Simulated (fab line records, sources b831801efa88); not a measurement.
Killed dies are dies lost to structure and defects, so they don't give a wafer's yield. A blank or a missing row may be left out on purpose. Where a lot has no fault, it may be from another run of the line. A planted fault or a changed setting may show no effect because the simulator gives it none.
fab line records | flow sky130
record: lots: 13 | wafers: 39 | lastDay: 50
route steps=708 shown VIA4@642 METAL5@678 PAD_OPEN@708
lots that met no fault: taken from a fault-free run of the same line
startH: start of the lot's first displayed wafer, in hours after the record's first day | waitH: hours since the lot's step before | " repeats the value in the row above | L1.1+2: a row that stands for several wafers | - value missing, or start not given | * or withheld: withheld | < > ~ a bound
route shown NAME@n: a module of which the file shows steps, and the number in the route of the first | usual: mean/standard deviation taken from wafers without a fault | same: alike in all rows | chamber/n: place in a boat | sites: the reading at each site | _std_site: the values' standard deviation | _edge_site: the outer-site mean with the inner-site mean subtracted | radiusMm: for every site, how far away it sits from the centre of the wafer | mask NAME#n: copy n | behind: the most recent tool/chamber to have shaped the wafer | hold: cause of the lot's hold/its duration in hours/its outcome | device: the n, p or np transistor that did not switch | end of line: at the end of the route, the tests of the same wafers | where a step has no rows: the recipe by itself | killed: dies that structure and defects cost at the first sort, which is not the same as the wafer's yield | map: a wafer's dies, x killed, . not, _ none there
set.NAME: the setting the step ran with; set.NAME@STEP: the setting that earlier step ran with | model.NAME: the simulator's own value behind a step, which no gauge read
the route's steps for a sample of lots (tables are steps, rows are wafers)
== steps ==
step: SKY_VIA4_BOW_MEAS_03
recipe: mode: bow
usual: VIA4_BOW: 79/9
lot.wafer | tool         | chamber | startH  | waitH | VIA4_BOW[um]
L865.1    | filmMetro-01 | -       | 985.86  | 0.2   | 73
L865.3    | "            | -       | "       | "     | 76
L865.6    | "            | -       | "       | "     | 73
L866.1    | filmMetro-04 | -       | 992.84  | 0.1   | 82
L866.4    | "            | -       | "       | "     | 81
L866.5    | "            | -       | "       | "     | 78
L869.1    | filmMetro-01 | -       | 1006.69 | 0.1   | 84
L869.3    | "            | -       | "       | "     | 93
L869.6    | "            | -       | "       | "     | 98
L870.1    | filmMetro-01 | -       | 1024.88 | 0.1   | 95
L870.4    | "            | -       | "       | "     | 87
L870.6    | "            | -       | "       | "     | 85
L871.1    | filmMetro-01 | -       | 1026.32 | 0.1   | 82
L871.2    | "            | -       | "       | "     | 89
L871.6    | "            | -       | "       | "     | 70
L872.1    | filmMetro-01 | -       | 1036.06 | 0.1   | 66
L872.4    | "            | -       | "       | "     | 64
L872.5    | "            | -       | "       | "     | 84
L874.1    | filmMetro-02 | -       | 1041.59 | 0.1   | 83
L874.2    | "            | -       | "       | "     | 71
L874.5    | "            | -       | "       | "     | 78
L876.2    | filmMetro-04 | -       | 1058.17 | 0.2   | 72
L876.3    | "            | -       | "       | "     | 68
L876.5    | "            | -       | "       | "     | 76
L877.1    | filmMetro-02 | -       | 1068.03 | 0.1   | 82
L877.3    | "            | -       | "       | "     | 73
L877.4    | "            | -       | "       | "     | 88
L878.1    | filmMetro-02 | -       | 1070.88 | 0.1   | 79
L878.2    | "            | -       | "       | "     | 76
L878.3    | "            | -       | "       | "     | 66
L882.2    | filmMetro-01 | -       | 1096.36 | 0.3   | 74
L882.4    | "            | -       | "       | "     | 84
L882.6    | "            | -       | "       | "     | 81
L883.1    | filmMetro-04 | -       | 1107.80 | 0.2   | 83
L883.4    | "            | -       | "       | "     | 91
L883.5    | "            | -       | "       | "     | 91
L886.2    | filmMetro-02 | -       | 1130.13 | 0.2   | 104
L886.4    | "            | -       | "       | "     | 89
L886.5    | "            | -       | "       | "     | 82
step: SKY_VIA4_OVL_MEAS_11
usual: VIA4_OVL: 0.5/1.4
lot.wafer | tool       | chamber | startH  | waitH | VIA4_OVL[nm]
L865.1    | overlay-02 | -       | 1008.74 | 0.1   | 0.1
L865.3    | "          | -       | "       | "     | 1.2
L865.6    | "          | -       | "       | "     | 0.0
L866.1    | overlay-01 | -       | 1015.91 | 0.1   | -2.9
L866.4    | "          | -       | "       | "     | 0.3
L866.5    | "          | -       | "       | "     | -0.2
L869.1    | overlay-02 | -       | 1027.31 | 0.1   | 3.2
L869.3    | "          | -       | "       | "     | 2.2
L869.6    | "          | -       | "       | "     | 2.5
L870.1    | overlay-02 | -       | 1047.40 | 0.1   | 1.6
L870.4    | "          | -       | "       | "     | 1.5
L870.6    | "          | -       | "       | "     | 2.3
L871.1    | overlay-01 | -       | 1048.54 | 0.1   | 2.0
L871.2    | "          | -       | "       | "     | 1.0
L871.6    | "          | -       | "       | "     | 1.9
L872.1    | overlay-01 | -       | 1057.55 | 0.1   | 2.3
L872.4    | "          | -       | "       | "     | -0.9
L872.5    | "          | -       | "       | "     | 0.2
L874.1    | overlay-01 | -       | 1062.84 | 0.1   | 3.7
L874.2    | "          | -       | "       | "     | 2.1
L874.5    | "          | -       | "       | "     | 1.9
L876.2    | overlay-02 | -       | 1078.29 | 0.1   | 2.0
L876.3    | "          | -       | "       | "     | 1.3
L876.5    | "          | -       | "       | "     | 1.4
L877.1    | overlay-02 | -       | 1089.44 | 0.1   | -1.6
L877.3    | "          | -       | "       | "     | -1.0
L877.4    | "          | -       | "       | "     | 0.3
L878.1    | overlay-01 | -       | 1092.29 | 0.1   | -0.9
L878.2    | "          | -       | "       | "     | -1.3
L878.3    | "          | -       | "       | "     | -1.1
L882.2    | overlay-01 | -       | 1116.40 | 0.1   | 1.3
L882.4    | "          | -       | "       | "     | -0.1
L882.6    | "          | -       | "       | "     | -0.1
L883.1    | overlay-02 | -       | 1127.45 | 0.1   | -1.9
L883.4    | "          | -       | "       | "     | 1.3
L883.5    | "          | -       | "       | "     | 0.1
L886.2    | overlay-01 | -       | 1148.22 | 0.1   | 1.6
L886.4    | "          | -       | "       | "     | 0.9
L886.5    | "          | -       | "       | "     | 1.8
step: SKY_VIA4_THK_MEAS_20
recipe: thkMeasGauge: xrf | reads: W_of_VIA4_CVD_18
usual: VIA4_W_THK: 520/5.6
lot.wafer | tool         | chamber | startH  | waitH | VIA4_W_THK[nm]
L865.1    | filmMetro-04 | -       | 1009.78 | 0.1   | 521
L865.3    | "            | -       | "       | "     | 522
L865.6    | "            | -       | "       | "     | 514
L866.1    | filmMetro-01 | -       | 1016.95 | 0.1   | 516
L866.4    | "            | -       | "       | "     | 523
L866.5    | "            | -       | "       | "     | 514
L869.1    | filmMetro-01 | -       | 1028.51 | 0.1   | 521
L869.3    | "            | -       | "       | "     | 527
L869.6    | "            | -       | "       | "     | 527
L870.1    | filmMetro-01 | -       | 1048.43 | 0.1   | 516
L870.4    | "            | -       | "       | "     | 530
L870.6    | "            | -       | "       | "     | 519
L871.1    | filmMetro-04 | -       | 1049.57 | 0.1   | 524
L871.2    | "            | -       | "       | "     | 521
L871.6    | "            | -       | "       | "     | 513
L872.1    | filmMetro-01 | -       | 1058.58 | 0.1   | 514
L872.4    | "            | -       | "       | "     | 524
L872.5    | "            | -       | "       | "     | 523
L874.1    | filmMetro-01 | -       | 1063.91 | 0.1   | 522
L874.2    | "            | -       | "       | "     | 510
L874.5    | "            | -       | "       | "     | 520
L876.2    | filmMetro-04 | -       | 1079.38 | 0.1   | 532
L876.3    | "            | -       | "       | "     | 530
L876.5    | "            | -       | "       | "     | 536
L877.1    | filmMetro-04 | -       | 1090.47 | 0.1   | 518
L877.3    | "            | -       | "       | "     | 523
L877.4    | "            | -       | "       | "     | 523
L878.1    | filmMetro-04 | -       | 1093.34 | 0.1   | 509
L878.2    | "            | -       | "       | "     | 518
L878.3    | "            | -       | "       | "     | 509
L882.2    | filmMetro-04 | -       | 1117.43 | 0.1   | 525
L882.4    | "            | -       | "       | "     | 516
L882.6    | "            | -       | "       | "     | 515
L883.1    | filmMetro-02 | -       | 1128.49 | 0.1   | 516
L883.4    | "            | -       | "       | "     | 518
L883.5    | "            | -       | "       | "     | 518
L886.2    | filmMetro-02 | -       | 1149.61 | 0.1   | 524
L886.4    | "            | -       | "       | "     | 522
L886.5    | "            | -       | "       | "     | 516
step: SKY_METAL5_STRIP_17
recipe: chemistry: postEtchResidueRemover | timeS: 1200 | tempC: 72.5
usual: bathGuardTempC: 72.7/0.46 | tempC: 72.53/0.14
lot.wafer | tool        | chamber | startH  | waitH | bathGuardTempC | tempC
L865.1    | wetBench-04 | 1       | 1033.15 | 0.1   | 72.5           | 72.63
L865.3    | "           | 1       | "       | "     | 72.6           | 72.58
L865.6    | "           | 1       | "       | "     | 72.6           | 72.70
L866.1    | wetBench-04 | 2       | 1042.40 | 0.1   | 72.9           | 72.51
L866.4    | "           | 2       | "       | "     | 72.6           | 72.42
L866.5    | "           | 2       | "       | "     | 73.1           | 72.46
L869.1    | wetBench-03 | 3       | 1051.93 | 0.1   | 72.7           | 72.71
L869.3    | "           | 3       | "       | "     | 72.9           | 72.74
L869.6    | "           | 3       | "       | "     | 73.4           | 72.72
L870.1    | wetBench-04 | 0       | 1071.21 | 0.1   | 72.7           | 72.29
L870.4    | "           | 0       | "       | "     | 72.7           | 72.22
L870.6    | "           | 0       | "       | "     | 72.6           | 72.30
L871.1    | wetBench-03 | 2       | 1072.43 | 0.1   | 72.1           | 72.31
L871.2    | "           | 2       | "       | "     | 72.4           | 72.58
L871.6    | "           | 2       | "       | "     | 71.8           | 72.67
L872.1    | wetBench-03 | 1       | 1080.50 | 0.1   | 72.2           | 72.41
L872.4    | "           | 1       | "       | "     | 72.5           | 72.44
L872.5    | "           | 1       | "       | "     | 72.1           | 72.36
L874.1    | wetBench-04 | 1       | 1086.43 | 0.1   | 72.6           | 72.36
L874.2    | "           | 1       | "       | "     | 72.6           | 72.44
L874.5    | "           | 1       | "       | "     | 72.9           | 72.27
L876.2    | wetBench-03 | 0       | 1100.40 | 0.1   | 72.9           | 72.56
L876.3    | "           | 0       | "       | "     | 72.6           | 72.69
L876.5    | "           | 0       | "       | "     | 73.2           | 72.80
L877.1    | wetBench-02 | 3       | 1111.20 | 0.1   | 72.3           | 72.41
L877.3    | "           | 3       | "       | "     | 72.5           | 72.59
L877.4    | "           | 3       | "       | "     | 72.3           | 72.46
L878.1    | wetBench-02 | 1       | 1114.62 | 0.1   | 72.9           | 72.55
L878.2    | "           | 1       | "       | "     | 72.9           | 72.61
L878.3    | "           | 1       | "       | "     | 72.8           | 72.52
L882.2    | wetBench-02 | 1       | 1137.35 | 0.1   | 72.7           | 72.67
L882.4    | "           | 1       | "       | "     | 73.0           | 72.56
L882.6    | "           | 1       | "       | "     | 73.0           | 72.62
L883.1    | wetBench-04 | 3       | 1147.61 | 0.1   | 73.6           | 72.58
L883.4    | "           | 3       | "       | "     | 73.3           | 72.53
L883.5    | "           | 3       | "       | "     | 73.4           | 72.52
L886.2    | wetBench-02 | 0       | 1168.35 | 0.1   | 70.7           | 70.43
L886.4    | "           | 0       | "       | "     | 71.2           | 70.22
L886.5    | "           | 0       | "       | "     | 70.9           | 70.47
step: SKY_PAD_OPEN_PROBE_99
usual: defectLimitedYield: 82.4/1.9 | killed_at_M0_to_M3: 43/6.7 | killed_at_M4_up: 3.1/1.9 | killedAtContacts: 25/5 | killedAtFrontEnd: 15/4 | killedAtOther: 0.4/0.69 | killedDies: 87/9.2 | killedOpen: 46/7.1 | killedShort: 40/6.8 | sort_bin_3_pad_short: 0.9/0.48 | sort_bin_5_function: 10.3/1.5 | sort_bin_6_memory: 6.4/1.2 | sortNPass: 405/9.2 | sortYieldPct: 82.4/1.9
same: grossDies: 492 | killedAtBackSide: 0 | sort_bin_4_leakage[%]: 0 | sort_bin_8_speed[%]: 0
lot.wafer | tool      | chamber | startH  | waitH | defectLimitedYield[%] | killed_at_M0_to_M3 | killed_at_M4_up | killedAtContacts | killedAtFrontEnd | killedAtOther | killedDies | killedOpen | killedShort | sort_bin_3_pad_short[%] | sort_bin_5_function[%] | sort_bin_6_memory[%] | sortNPass | sortYieldPct[%]
L874.1    | prober-02 | -       | 1129.51 | 0.1   | 82.5                  | 35                 | 3               | 35               | 12               | 1             | 86         | 49         | 37          | 1.2                     | 8.5                    | 7.7                  | 406       | 82.5
L874.2    | prober-02 | -       | 1129.56 | 0.1   | 83.7                  | 38                 | 2               | 24               | 16               | 0             | 80         | 41         | 39          | 1.4                     | 8.5                    | 6.3                  | 412       | 83.7
L874.5    | prober-02 | -       | 1129.71 | 0.2   | 82.1                  | 40                 | 6               | 30               | 12               | 0             | 88         | 36         | 51          | 1.2                     | 9.8                    | 6.9                  | 404       | 82.1
killed by level:class
L874.1 CONTACT:geometricParticle:open=18 VIA1:geometricParticle:open=7 LOCAL_INTERCONNECT:geometricParticle:short=7 CONTACT:geometricParticle:short=7 FIELD_ISO:geometricParticle:open=5 VIA2:geometricParticle:open=5 METAL2:geometricParticle:short=4 VIA3:geometricParticle:open=4
L874.2 LI_CONTACT:geometricParticle:open=8 CONTACT:geometricParticle:open=7 VIA1:geometricParticle:short=6 VIA1:geometricParticle:open=6 CONTACT:geometricParticle:short=5 FIELD_ISO:geometricParticle:open=4 METAL1:geometricParticle:short=4 VIA2:geometricParticle:short=4
L874.5 CONTACT:geometricParticle:short=9 CONTACT:geometricParticle:open=8 VIA1:geometricParticle:open=7 LOCAL_INTERCONNECT:geometricParticle:short=7 FIELD_ISO:geometricParticle:short=5 VIA1:geometricParticle:short=5 METAL2:geometricParticle:short=5 VIA2:geometricParticle:open=4
== key ==
firstSign: step: SKY_METAL5_STRIP_17 | reading: tempC | direction: down | sigmas: 16 | usual: * | struck: *
effect: step: SKY_METAL5_STRIP_17 | reading: bathGuardTempC | direction: down | sigmas: 3.8 | usual: * | struck: *
metAt SKY_METAL5_STRIP_17
struckLots L886
struckWafers L886.2,L886.4,L886.5
notActingAt SKY_VIA4_BOW_MEAS_03,SKY_VIA4_OVL_MEAS_11,SKY_VIA4_THK_MEAS_20
fault: kind: processParameterDrift | tool: wetBench-02 | chamber: 0 | onsetH: 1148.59 | steps: SKY_METAL5_STRIP_17 | channel: tempC | offset: * | shape: step | endH: 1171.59 | actsIn: * | stated: *
